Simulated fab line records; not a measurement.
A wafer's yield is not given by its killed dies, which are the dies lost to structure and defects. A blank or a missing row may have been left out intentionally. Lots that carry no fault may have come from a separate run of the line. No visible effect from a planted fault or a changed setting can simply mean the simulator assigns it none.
Comparing a struck lot with a sound one | flow sfq_line | 18 steps out of a route of 325
Sound: wafers L237.1, L237.2, L237.3. Struck: wafer L243.3; the same lot's L243.5 was not struck, so it is left out; see the end for the cause.
Each step with rows lists, per side, the tool, then ch with its chambers, then its first start. Under that, the readings that differ: sound wafers | struck wafers | difference of the means | sigmas: that difference in standard deviations of wafers without a fault.
alike: same words and numbers on both sides, and readings whose means sit less than 2 such deviations apart. not compared: any withheld reading, any reading some wafer has no value for, any bound like >300 that may hide the same value, and any number with overlapping values for which the record gives no deviation.
The two part at a step that has a row with sigmas, a row that says differs or no value, or rows on one side only. Numbers that have no deviation but don't overlap get no sigmas and don't part them. Lack of a reading on every wafer of one side parts them only where that side has two or more wafers.

SFQ_TRILAYER_M6_BARC_OPEN_METAL_ETCH_206: etches BARC in O2, target depth 125 nm, time 41.7 s.
  sound on rie_metal-03 ch 0,1, day 75 21:22; struck on rie_metal-03 ch 0, day 76 14:11
  alike: chamber_pressure_mTorr, drypump_motor_current_A, oes_product_au
  not compared: rf_hours_counter_h
SFQ_TRILAYER_M6_ETCH_METAL_ETCH_162: etches Nb in Cl2/Ar, stops on SiO2, target depth 240 nm, time 120 s.
  sound on rie_metal-03 ch 0,1, day 75 21:26; struck on rie_metal-03 ch 0, day 76 14:17
  alike: chamber_pressure_mTorr, drypump_motor_current_A, oes_product_au
  not compared: rf_hours_counter_h
SFQ_TRILAYER_M6_STRIP_STRIP_163: strips in O2.
  sound on rie_metal-03 ch 0,1, day 75 21:34; struck on rie_metal-03 ch 0, day 76 14:34
  alike: chamber_pressure_mTorr, drypump_motor_current_A, oes_product_au
  not compared: rf_hours_counter_h
then, 1 step without rows for these wafers: SFQ_TRILAYER_M6_STRIP_SOLV_CLEAN_164 (cleans in NMP, time 600 s).
SFQ_TRILAYER_I6_DEP_PECVD_165: deposits SiO2 from SiH4/N2O, time 111.11 s, target thk 500 nm.
  sound on pecvd-02 ch 0,1,2, day 75 22:20; struck on pecvd-02 ch 1, day 76 15:19
  alike: heater_power_w, throttle_valve_pct
then, 1 step without rows for these wafers: SFQ_TRILAYER_I6_CMP_CMP_166 (polishes SiO2).
SFQ_I6_BOW_MEAS_941:
  sound on film_metro-01, day 76 07:27; struck on film_metro-03, day 77 03:03
  alike: I6_BOW
SFQ_TRILAYER_I6_METRO_MEASURE_167:
  sound on film_metro-01, day 76 07:34; struck on film_metro-03, day 77 03:32
  alike: thk_nm
then, 4 steps without rows for these wafers: SFQ_TRILAYER_I6_VIA_LITHO_COAT_174 (resist thk 62 nm); SFQ_TRILAYER_I6_VIA_LITHO_COAT_169 (resist thk 650 nm); SFQ_TRILAYER_I6_VIA_LITHO_SOFTBAKE_173; SFQ_TRILAYER_I6_VIA_LITHO_EXPOSE_170 (exposes mask I6, target cd 700 nm).
-- the record jumps here: 4 days lie between the struck wafers' starts before and after --
SFQ_TRILAYER_I6_VIA_LITHO_PEB_172: peb time 60 s.
  sound on litho_track-03 ch 0, day 76 10:43; struck on litho_track-03 ch 0, day 80 22:43
then, 1 step without rows for these wafers: SFQ_TRILAYER_I6_VIA_LITHO_DEVELOP_171 (time 60 s).
SFQ_I6_OVL_MEAS_942:
  sound on overlay-02, day 76 11:01; struck on overlay-02, day 80 22:59
  alike: I6_OVL
SFQ_TRILAYER_I6_VIA_BARC_OPEN_VIA_ETCH_235: etches BARC in O2, target depth 125 nm, time 41.7 s.
  sound on rie_diel-02 ch 0,1,3, day 76 11:03; struck on rie_diel-02 ch 1, day 80 23:00
  reading                | sound             | struck | difference | sigmas
  rf_hours_counter_h (h) | 15 6 6            | 16     | +7         |
  model.I6.cd_nm (nm)    | 698.3 700.6 699.9 | 756.6  | +57.0      |
  alike: chamber_pressure_mTorr, drypump_motor_current_A, oes_product_au
SFQ_TRILAYER_I6_VIA_ETCH_VIA_ETCH_172: etches SiO2 in CHF3, stops on Nb, target depth 260 nm.
  sound on rie_diel-02 ch 0,1,3, day 76 11:05; struck on rie_diel-02 ch 1, day 80 23:02
  reading                        | sound             | struck | difference | sigmas
  chamber_pressure_mTorr (mTorr) | 30.05 30.03 30.01 | 29.95  | -0.08      | -2
  model.I6.cd_nm (nm)            | 700 700.2 699     | 756.9  | +57.2      |
  alike: drypump_motor_current_A, oes_product_au
then, 1 step without rows for these wafers: SFQ_TRILAYER_I6_VIA_STRIP_STRIP_173 (strips in O2).

WHERE THEY PART
Only at SFQ_TRILAYER_I6_VIA_ETCH_VIA_ETCH_172, within this record.

WHY: what the simulator had put in
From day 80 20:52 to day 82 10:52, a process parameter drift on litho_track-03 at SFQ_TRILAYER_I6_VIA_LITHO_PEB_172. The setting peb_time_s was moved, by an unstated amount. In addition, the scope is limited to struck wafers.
